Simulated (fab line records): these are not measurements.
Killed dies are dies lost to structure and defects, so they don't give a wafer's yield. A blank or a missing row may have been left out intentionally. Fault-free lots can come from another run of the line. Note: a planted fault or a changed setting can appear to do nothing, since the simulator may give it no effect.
Matching of chambers / flow sky130 / SKY_VIA1_HDPCVD_00 on hdpcvd-02: 3 sister chambers
The step deposits SiO2, target thk 1030 nm, time 171.7 s. 14 wafers are shown with their chamber, then 7 later ones without.

## WAFERS, EACH WITH ITS CHAMBER
wafer=L208.1; chamber=2; sih4-flow-sccm (sccm)=59.80
wafer=L208.2; chamber=0; sih4-flow-sccm (sccm)=60.05
wafer=L208.4; chamber=2; sih4-flow-sccm (sccm)=59.95
wafer=L210.2; chamber=2; sih4-flow-sccm (sccm)=59.82
wafer=L210.4; chamber=0; sih4-flow-sccm (sccm)=59.89
wafer=L210.6; chamber=1; sih4-flow-sccm (sccm)=60.12
wafer=L212.4; chamber=1; sih4-flow-sccm (sccm)=60.37
wafer=L212.5; chamber=1; sih4-flow-sccm (sccm)=60.26
wafer=L212.6; chamber=2; sih4-flow-sccm (sccm)=60.06
wafer=L213.1; chamber=1; sih4-flow-sccm (sccm)=59.57
wafer=L213.2; chamber=0; sih4-flow-sccm (sccm)=60.18
wafer=L213.5; chamber=0; sih4-flow-sccm (sccm)=60.02
wafer=L216.4; chamber=0; sih4-flow-sccm (sccm)=59.92
wafer=L216.5; chamber=2; sih4-flow-sccm (sccm)=59.91

SIGNATURES (means of the wafers above)
reading=sih4-flow-sccm; chamber 0=60.0120; chamber 1=60.0800; chamber 2=59.9080; scatter within a chamber=0.208
Rule: for a wafer and a chamber, the distance is found by dividing, reading by reading, the gap between the wafer's reading and the chamber's mean by the reading's scatter, squaring, summing and taking the root. The wafer belongs to the nearest chamber; if the next one is less than 2 further off, it can't be placed. The scatter: take each reading less its chamber's mean, square it, sum over the shown wafers, divide by the number of wafers less the number of chambers, and take the root.

## WAFERS WHOSE CHAMBER IS MISSING
wafer=L216.6; sih4-flow-sccm (sccm)=60.05
wafer=L218.2; sih4-flow-sccm (sccm)=59.86
wafer=L218.5; sih4-flow-sccm (sccm)=59.83
wafer=L218.6; sih4-flow-sccm (sccm)=60.14
wafer=L224.3; sih4-flow-sccm (sccm)=60.20
wafer=L225.1; sih4-flow-sccm (sccm)=60.02
wafer=L225.4; sih4-flow-sccm (sccm)=60.02

## CHAMBER TAKEN BY EACH
wafer=L216.6; from the rows above=can't be placed: 1 or 0 or 2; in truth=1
wafer=L218.2; from the rows above=can't be placed: 2 or 0 or 1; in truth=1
wafer=L218.5; from the rows above=can't be placed: 2 or 0 or 1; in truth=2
wafer=L218.6; from the rows above=can't be placed: 1 or 0 or 2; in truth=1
wafer=L224.3; from the rows above=can't be placed: 1 or 0 or 2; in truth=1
wafer=L225.1; from the rows above=can't be placed: 0 or 1 or 2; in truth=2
wafer=L225.4; from the rows above=can't be placed: 0 or 1 or 2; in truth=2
Correct placement for 0 of the 7. Unplaceable from these rows: 7, with the true chamber sitting among the candidates in 7. Placed wrongly: 0.
